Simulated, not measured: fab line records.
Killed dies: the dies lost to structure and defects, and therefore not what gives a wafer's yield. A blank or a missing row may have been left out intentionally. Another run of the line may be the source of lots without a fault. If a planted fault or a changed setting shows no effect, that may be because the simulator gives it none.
2 desks looking at one fault + flow sky130 + numbers are kept per desk, each desk with only its own; the story behind them comes last

TOOL OWNER'S DESK, implanter-01
The tool's own readings at SKY_NWELL_IMPLANT_24, given as means over the sampled wafers that have a number, one for each lot that went through this tool. Any lot whose mean is over 4 standard deviations away from the usual mean is out of limits and marked OUT; that distance is given in the brackets.
Columns: A = dose-ions-cm2 at SKY_NWELL_IMPLANT_24, usual 9.201e+12; B = faraday-current-uA at SKY_NWELL_IMPLANT_24, usual 51.8
| lot  | first seen here | A                           | B              |
|------|-----------------|-----------------------------|----------------|
| L404 | day 5 16:34     | 9.200e+12                   | 51.2           |
| L406 | day 5 20:02     | 9.192e+12                   | 51.3           |
| L407 | day 6 01:55     | 1.747e+13 (+99 or more) OUT | 98.5 (+47) OUT |
| L410 | day 6 20:02     | 1.747e+13 (+99 or more) OUT | 96.8 (+45) OUT |
| L419 | day 9 04:16     | 9.198e+12                   | 52.0           |
| L420 | day 9 07:55     | 9.210e+12                   | 51.5           |
This desk's finding: out of limits on L407, L410; first on L407, day 6 01:55 (dose-ions-cm2 at SKY_NWELL_IMPLANT_24). In limits: L404, L406, L419, L420.

THE METROLOGY DESK
Means of the sampled wafers that have a number, per lot and without regard to the tool the lot ran on: this is what the gauges read. Any lot whose mean is over 4 standard deviations away from the usual mean is out of limits and marked OUT; that distance is given in the brackets.
Columns: A = FIELD_ISO_CVD_03_THK at SKY_FIELD_ISO_THK_MEAS_04, usual 165.4 nm; B = NWELL_2_TW at SKY_NWELL_TW_MEAS_26, usual 498; C = VT_ADJUST_LVTN_OVL at SKY_VT_ADJUST_LVTN_OVL_MEAS_07, usual 1.2 nm
| lot  | first seen here | A     | B             | C    |
|------|-----------------|-------|---------------|------|
| L404 | day 1 15:47     | 165.7 | 499           | 1.0  |
| L406 | day 2 00:31     | 166.3 | 488           | 2.0  |
| L407 | day 2 08:51     | 164.5 | 599 (+17) OUT | 2.2  |
| L408 | day 2 16:17     | 166.2 | 504           | 1.2  |
| L410 | day 2 21:57     | 168.7 | 610 (+19) OUT | 1.3  |
| L417 | day 4 10:03     | 166.5 | 491           | 2.4  |
| L418 | day 4 14:46     | 165.0 | 491           | 1.0  |
| L419 | day 4 18:47     | 162.3 | 494           | 1.0  |
| L420 | day 4 22:17     | 164.5 | 500           | 1.2  |
| L421 | day 5 03:50     | 165.6 | 501           | 2.1  |
| L424 | day 5 18:52     | 166.6 | 505           | 0.8  |
| L427 | day 6 10:22     | 166.3 | 504           | -0.1 |
This desk finds L407, L410 out of limits, with the earliest case on L407 at day 6 02:10 (NWELL_2_TW at SKY_NWELL_TW_MEAS_26). In limits: L404, L406, L408, L417, L418, L419, L420, L421, L424, L427.

ALL TOGETHER
On L407, L410, at day 6 01:55, an alarm was possible from the tool owner's desk.
Metrology desk: alarm possible at day 6 02:10 on L407, L410.
The lots listed all ran SKY_NWELL_IMPLANT_24 on implanter-01.

WHAT HAD BEEN PUT IN BY THE SIMULATOR
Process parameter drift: implanter-01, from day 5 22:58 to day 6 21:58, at SKY_NWELL_IMPLANT_24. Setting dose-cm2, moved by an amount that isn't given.
Shown lots that were struck: L407, L410.
Fault start to first reading out of limits, in hours, per desk: tool owner, 3; metrology, 3.
